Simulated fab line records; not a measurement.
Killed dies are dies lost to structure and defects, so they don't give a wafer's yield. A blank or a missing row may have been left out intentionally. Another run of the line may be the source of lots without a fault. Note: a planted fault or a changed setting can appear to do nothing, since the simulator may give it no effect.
A lot that was struck, set against a sound lot || flow sky130 || 24 out of 708 route steps
Sound: the wafers L297.1, L297.2, L297.3. The struck wafers were L288.1, L288.2, L288.5. Last of all comes the cause.
Order at every step that has rows: each side's tool, ch and its chambers, its first start. Under that, the readings that differ: sound wafers || struck wafers || difference of the means || sigmas: that difference in standard deviations of wafers without a fault.
alike: same words and numbers on both sides, and readings whose means sit less than 2 such deviations apart. not compared: any withheld reading, any reading some wafer has no value for, any bound like >300 that may hide the same value, and any number with overlapping values for which the record gives no deviation.
A row with sigmas, a row that says differs or no value, or rows on one side alone: a step with any of these is where the two part. Non-overlapping numbers with no deviation appear without sigmas and do not part them. Lack of a reading on every wafer of one side parts them only where that side has two or more wafers.

first, 4 steps without rows for these wafers: SKY_LDD_HVP_SOFTBAKE_03 (time 60 s); SKY_LDD_HVP_EXPOSE_04 (exposes mask HVPTM, target cd 700 nm); SKY_LDD_HVP_PEB_05; SKY_LDD_HVP_DEVELOP_06 (develop time 60 s).
SKY_LDD_HVP_OVL_MEAS_07:
  sound on overlay-02 at day 27 08:14; struck on overlay-01 at day 24 10:29
  alike: LDD_HVP_OVL
then, 1 step without rows for these wafers: SKY_LDD_HVP_IMPLANT_08.
SKY_LDD_HVP_STRIP_09: strips in O2/N2.
  sound on plasma_asher-04 ch 0,1, day 27 08:25; struck on plasma_asher-03 ch 0,1, day 24 10:41
  alike: drypump_motor_current_A, n2_flow_sccm, oes_product_au, strip_time_to_endpoint_s
  not compared: rf_hours_counter_h
SKY_LDD_HVP_TW_MEAS_10:
  sound on film_metro-03 at day 27 08:31; struck on film_metro-01 at day 24 10:47
  alike: LDD_HVP_TW
then, 4 steps without rows for these wafers: SKY_LDD_LDN_DEHYDRATE_00 (time 60 s); SKY_LDD_LDN_HMDS_01 (prime time 60 s); SKY_LDD_LDN_COAT_02 (resist thk 1140 nm); SKY_LDD_LDN_SOFTBAKE_03 (time 60 s).
SKY_LDD_LDN_EXPOSE_04: exposes mask LDNTM, target cd 700 nm.
  sound on iline_stepper-02 ch 0, day 27 22:08; struck on iline_stepper-01 ch 0, day 25 00:59
{"reading": "mask", "sound": "LDNTM#0 LDNTM#0 LDNTM#0", "struck": "HVPTM#0 HVPTM#0 HVPTM#0", "difference": "differs", "sigmas": ""}
then, 2 steps without rows for these wafers: SKY_LDD_LDN_PEB_05; SKY_LDD_LDN_DEVELOP_06 (develop time 60 s).
SKY_LDD_LDN_OVL_MEAS_07:
  sound on overlay-02 at day 28 12:17; struck on overlay-02 at day 25 16:08
{"reading": "LDD_LDN_OVL (nm)", "sound": "-0.7 -1.5 -0.3", "struck": "- - -", "difference": "no value on the struck wafers", "sigmas": ""}
then, 4 steps without rows for these wafers: SKY_LDD_LDN_IMPLANT_08; SKY_LDD_LDN_IMPLANT_09; SKY_LDD_LDN_IMPLANT_10; SKY_LDD_LDN_IMPLANT_11.
SKY_LDD_LDN_STRIP_12: strips in O2/N2.
  sound on plasma_asher-03 ch 0,1, day 28 12:56; struck on plasma_asher-03 ch 0,1, day 25 16:47
  alike: drypump_motor_current_A, n2_flow_sccm, oes_product_au, strip_time_to_endpoint_s
  not compared: rf_hours_counter_h
SKY_LDD_LDN_TW_MEAS_13:
  sound on film_metro-04 at day 28 13:02; struck on film_metro-03 at day 25 16:53
{"reading": "LDD_LDN_TW", "sound": "1492 1491 1498", "struck": "30 30 30", "difference": -1464, "sigmas": -98}
then, 1 step without rows for these wafers: SKY_LDD_LDN_CLEAN_14 (cleans in SC1/SC2, time 150 s).
-- the record jumps here: 22 days lie between the struck wafers' starts before and after (it left off in module LDD_LDN and takes up again in module PAD_OPEN, whose first step shown is number 708 of the route) --
SKY_PAD_OPEN_PROBE_99:
  the record has rows for the struck wafers here (prober-02, day 47 07:54) and none for the sound ones

== WHERE THEY PART ==
First at SKY_LDD_LDN_EXPOSE_04; last, within this record, at SKY_PAD_OPEN_PROBE_99.

WHY: whatever the simulator had introduced
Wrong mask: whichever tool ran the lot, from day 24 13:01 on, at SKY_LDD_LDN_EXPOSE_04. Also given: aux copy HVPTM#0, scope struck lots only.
